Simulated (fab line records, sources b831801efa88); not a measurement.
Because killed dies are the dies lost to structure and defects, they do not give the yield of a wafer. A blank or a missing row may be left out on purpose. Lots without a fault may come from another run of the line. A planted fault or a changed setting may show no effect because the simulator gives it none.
A struck lot beside a sound one -- flow sky130 -- 15 steps out of a route of 708
Sound: wafers L466.2, L466.3, L466.5. Wafers struck: L481.2, L481.4, L481.5. At the end, the cause is stated.
For every step that has rows: the tool of each side, followed by ch and its chambers, followed by its first start. Under that, the readings that differ: sound wafers -- struck wafers -- difference of the means -- sigmas: that difference in standard deviations of wafers without a fault.
alike: readings with means less than 2 such deviations apart, plus words and numbers identical on both sides. not compared: withheld readings, readings lacking a value on some wafer, bounds such as >300 that could conceal the same value, and numbers that have no deviation in the record and whose values overlap.
A row with sigmas, a row that says differs or no value, or rows on one side alone: a step with any of these is where the two part. Numbers that don't overlap but have no deviation are shown without sigmas and don't part them. A reading that every wafer of one side lacks parts them only if that side has two wafers or more.

SKY_METAL1_STRIP_20: strips in O2/N2.
  sound on plasma asher-03 ch 1, day 34 04:44; struck on plasma asher-04 ch 0,1, day 39 01:47
reading,sound,struck,difference,sigmas
strip time to endpoint s (s),2.81 2.75 2.79,2.71 2.66 2.68,-0.10,-2
  alike: drypump motor current A, o2 flow sccm, oes product au
  not compared: rf hours counter h
then, 4 steps without rows for these wafers: SKY_METAL1_STRIP_21 (strips in post etch residue remover, time 1200 s); SKY_METAL1_CLEAN_22 (cleans in IPA, time 180 s); SKY_METAL1_CLEAN_23 (cleans in O3/DIW); SKY_VIA1_HDPCVD_00 (deposits SiO2, target thk 1030 nm, time 171.7 s).
SKY_VIA1_THK_MEAS_01:
  sound on film metro-03 at day 34 05:29; struck on film metro-03 at day 39 02:30
  alike: VIA1_HDPCVD_THK
SKY_VIA1_CMP_02: polishes SiO2.
  sound on cmp-01 ch 0,2,3, day 34 05:38; struck on cmp-02 ch 0,1,2, day 39 02:36
  alike: motor current A
SKY_VIA1_BOW_MEAS_03:
  sound on film metro-03 at day 34 05:51; struck on film metro-03 at day 39 02:52
  alike: VIA1_BOW
then, 4 steps without rows for these wafers: SKY_VIA1_DEHYDRATE_04 (time 60 s); SKY_VIA1_HMDS_05 (prime time 60 s); SKY_VIA1_COAT_06 (resist thk 60 nm); SKY_VIA1_COAT_07 (resist thk 450 nm).
SKY_VIA1_SOFTBAKE_08: time 90 s.
  sound on litho track-02 ch 0, day 34 18:00; struck on litho track-03 ch 0, day 39 15:00
reading,sound,struck,difference,sigmas
heater power total W (W),57.26 57.44 57.19,56.38 56.20 56.33,-0.99,-9
plate temp C (C),100.07 100.27 100.18,98.64 98.74 98.59,-1.52,-14
then, 1 step without rows for these wafers: SKY_VIA1_EXPOSE_09 (exposes mask VIM, target cd 150 nm).
-- the record jumps here: 11 days lie between the struck wafers' starts before and after (it left off in module VIA1 and takes up again in module PAD_OPEN, whose first step shown is number 708 of the route) --
SKY_PAD_OPEN_PROBE_99:
  sound on prober-02 at day 46 17:05; struck on prober-01 at day 50 11:55
  alike: defect limited yield, killed_at_M0_to_M3, killed_at_M4_up, killed at contacts, killed at front end, killed at other, killed dies, killed on rim, killed open, killed short, sort_bin_3_pad_short, sort_bin_5_function, sort_bin_6_memory, sort n pass, sort yield pct

== WHERE THEY PART ==
Last at SKY_VIA1_SOFTBAKE_08 as far as this record goes, first at SKY_METAL1_STRIP_20. Later steps at which nothing parts them and some readings are alike: SKY_PAD_OPEN_PROBE_99.

WHY: the cause the simulator had injected
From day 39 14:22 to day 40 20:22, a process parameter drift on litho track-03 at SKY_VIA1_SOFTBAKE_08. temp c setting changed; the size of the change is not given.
